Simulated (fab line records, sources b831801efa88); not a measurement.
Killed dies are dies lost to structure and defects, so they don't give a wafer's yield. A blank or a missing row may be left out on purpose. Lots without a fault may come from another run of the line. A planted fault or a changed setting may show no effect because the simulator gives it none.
One fault seen from 2 desks | flow sky130 | each desk has only its own numbers; what lay behind them comes last

THE TOOL OWNER'S DESK: hdpcvd-01
The tool's own readings at SKY_LI_CONTACT_HDPCVD_00 (deposits PSG, target thk 930 nm, time 155 s): means of the sampled wafers that have a number, for each lot that ran on this tool. A lot is out of limits, marked OUT, if its mean lies more than 4 standard deviations from the usual mean; the brackets give that distance.
Columns: A = run_length_s at SKY_LI_CONTACT_HDPCVD_00, usual 182.6 s; B = susceptor_temp_C at SKY_LI_CONTACT_HDPCVD_00, usual 599.98 C
lot  | first seen here | A               | B
L226 | day 27 19:46    | 182.7           | 600.05
L228 | day 28 00:59    | 182.8           | 599.78
L229 | day 28 10:28    | 182.9           | 599.95
L240 | day 34 03:04    | 190.1 (+10) OUT | 599.99
L241 | day 34 04:45    | 190.7 (+11) OUT | 599.87
This desk's finding: out of limits on L240, L241; first on L240, day 34 03:04 (run_length_s at SKY_LI_CONTACT_HDPCVD_00). In limits: L226, L228, L229.

THE METROLOGY DESK
What the gauges read, lot by lot, whatever tool the lot ran on: means of the sampled wafers that have a number. A lot is out of limits, marked OUT, if its mean lies more than 4 standard deviations from the usual mean; the brackets give that distance.
Columns: A = SD_P_TW at SKY_SD_P_TW_MEAS_11, usual 2848; B = LI_CONTACT_HDPCVD_THK at SKY_LI_CONTACT_THK_MEAS_01, usual 927 nm
lot  | first seen here | A    | B
L226 | day 25 07:16    | 2772 | 920
L227 | day 25 09:05    | 2861 | 914
L228 | day 25 10:55    | 2905 | 934
L229 | day 25 23:31    | 2858 | 928
L230 | day 26 12:13    | 2784 | 930
L233 | day 27 08:14    | 2769 | 925
L234 | day 28 00:14    | 2801 | 930
L242 | day 31 11:04    | 2852 | 920
L240 | day 31 19:44    | 2917 | 983 (+5.9) OUT
L241 | day 31 20:52    | 2853 | 984 (+5.9) OUT
L246 | day 32 12:57    | 2813 | 921
L249 | day 33 07:16    | 2888 | 919
This desk's finding: out of limits on L240, L241; first on L240, day 34 03:10 (LI_CONTACT_HDPCVD_THK at SKY_LI_CONTACT_THK_MEAS_01). In limits: L226, L227, L228, L229, L230, L233, L234, L242, L246, L249.

PUT TOGETHER
The tool owner's desk could have raised an alarm at day 34 03:04, on L240, L241.
The metrology desk could have raised an alarm at day 34 03:10, on L240, L241.
Of the lots named, all ran SKY_LI_CONTACT_HDPCVD_00 on hdpcvd-01.

WHAT THE SIMULATOR HAD PUT IN
Process parameter drift: hdpcvd-01, from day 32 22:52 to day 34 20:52, at SKY_LI_CONTACT_HDPCVD_00. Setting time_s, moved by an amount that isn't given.
Lots struck among those shown: L240, L241.
Hours from the fault's start to each desk's first reading out of limits: the tool owner's desk, 28; the metrology desk, 28.
